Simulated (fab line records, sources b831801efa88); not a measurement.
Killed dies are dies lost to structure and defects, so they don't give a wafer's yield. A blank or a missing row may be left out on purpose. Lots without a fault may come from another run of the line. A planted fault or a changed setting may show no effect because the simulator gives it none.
Which tool did it? | flow sky130 | 12 lots, 36 wafers sampled, at 3 steps of a route of 708

WHAT THE GAUGES READ, wafer by wafer
SKY_SD_N_OVL_MEAS_08.
lot  | measured     | on         | SD_N_OVL (nm)
L531 | day 28 09:40 | overlay-02 | 1.4 0.5 -0.6
L530 | day 28 12:28 | overlay-02 | -2.8 -0.6 -1.6
L535 | day 29 14:40 | overlay-02 | 0.9 -1.2 0.0
L537 | day 31 00:24 | overlay-01 | 0.8 2.1 0.5
L536 | day 31 01:01 | overlay-01 | 1.6 0.7 1.9
L541 | day 32 00:22 | overlay-02 | 1.5 2.7 2.5
L546 | day 33 16:21 | overlay-01 | 3.2 2.3 3.1
L548 | day 34 01:29 | overlay-02 | 0.1 0.4 -0.2
L549 | day 34 05:13 | overlay-02 | 0.3 0.3 -0.8
L550 | day 34 14:12 | overlay-01 | -0.6 -1.8 -1.2
L551 | day 34 23:27 | overlay-02 | -0.6 -1.1 -1.0
L553 | day 35 06:03 | overlay-01 | -0.2 -1.3 -0.4

SKY_LI_CONTACT_THK_MEAS_01.
lot  | measured     | on            | LI_CONTACT_HDPCVD_THK (nm)
L531 | day 28 11:01 | film_metro-02 | 928 939 939
L530 | day 28 13:40 | film_metro-01 | 926 928 920
L535 | day 29 15:52 | film_metro-02 | 931 933 937
L537 | day 31 01:36 | film_metro-04 | 919 912 925
L536 | day 31 02:13 | film_metro-04 | 923 1821 1812
L541 | day 32 01:34 | film_metro-01 | 923 1806 921
L546 | day 33 17:34 | film_metro-01 | 903 923 916
L548 | day 34 02:41 | film_metro-04 | 934 912 927
L549 | day 34 06:26 | film_metro-01 | 934 915 937
L550 | day 34 15:24 | film_metro-04 | 916 928 933
L551 | day 35 00:40 | film_metro-04 | 934 914 908
L553 | day 35 07:18 | film_metro-02 | 952 940 939

WHICH TOOL RAN EACH LOT (tool, then ch and the chambers of the sampled wafers, then the start)
lot  | SKY_LI_CONTACT_HDPCVD_00
L531 | hdpcvd-02 ch 1,2, day 28 10:55
L530 | hdpcvd-02 ch 1,2, day 28 13:34
L535 | hdpcvd-01 ch 0,1,2, day 29 15:46
L537 | hdpcvd-02 ch 0,1, day 31 01:29
L536 | hdpcvd-01 ch 0,1,2, day 31 02:07
L541 | hdpcvd-01 ch 1,2, day 32 01:28
L546 | hdpcvd-02 ch 0,1,2, day 33 17:26
L548 | hdpcvd-02 ch 0,2, day 34 02:34
L549 | hdpcvd-02 ch 0,1,2, day 34 06:19
L550 | hdpcvd-01 ch 0,2, day 34 15:18
L551 | hdpcvd-02 ch 0,1, day 35 00:32
L553 | hdpcvd-01 ch 1, day 35 07:08
- SKY_LI_CONTACT_HDPCVD_00: deposits PSG, target thk 930 nm, time 155 s.

WHAT THE TOOLS THEMSELVES READ (means of the sampled wafers that have a number; where no wafer has one, the mark that the record gives instead)
SKY_LI_CONTACT_HDPCVD_00.
lot  | tool      | pressure_mtorr (mTorr)
L531 | hdpcvd-02 | 5.996
L530 | hdpcvd-02 | 6.002
L535 | hdpcvd-01 | 5.995
L537 | hdpcvd-02 | 5.998
L536 | hdpcvd-01 | 6.011
L541 | hdpcvd-01 | 5.996
L546 | hdpcvd-02 | 6.010
L548 | hdpcvd-02 | 6.005
L549 | hdpcvd-02 | 5.992
L550 | hdpcvd-01 | 5.998
L551 | hdpcvd-02 | 5.990
L553 | hdpcvd-01 | 5.993

THE ANSWER, worked out from the rows above alone
Rule: what is usual is taken from the lots themselves. Put in order of their means at a reading, lots are off if they are a third of the lots or fewer, leave a main group of 4 or more, and stand apart from it by a gap of 3 or more times the standard deviation of the main group's means; of several such gaps the widest counts. A main group whose means are all the same, to the digits that the tables above print for the reading, isn't used. A lot without any number at a reading at which 4 lots or more have one is off too. The other lots that the step has rows for count as sound. The gauges are gone through in route order, then the tools' own readings, and for those a lot's mean is taken as printed above. The first step at which some lot is off is used, and at that step the reading that is off furthest; a lot without a number counts as furthest.
Off: L536, L541, at SKY_LI_CONTACT_THK_MEAS_01 (LI_CONTACT_HDPCVD_THK). The main group: mean 927 nm, standard deviation 8.5.
A tool fits if, at a process step before that reading, it ran every lot that is off, and no sound lot after the first of them. The gauges at SKY_LI_CONTACT_THK_MEAS_01 are tried like those tools. None of those tried fits.

WHAT THE SIMULATOR HAD PUT IN
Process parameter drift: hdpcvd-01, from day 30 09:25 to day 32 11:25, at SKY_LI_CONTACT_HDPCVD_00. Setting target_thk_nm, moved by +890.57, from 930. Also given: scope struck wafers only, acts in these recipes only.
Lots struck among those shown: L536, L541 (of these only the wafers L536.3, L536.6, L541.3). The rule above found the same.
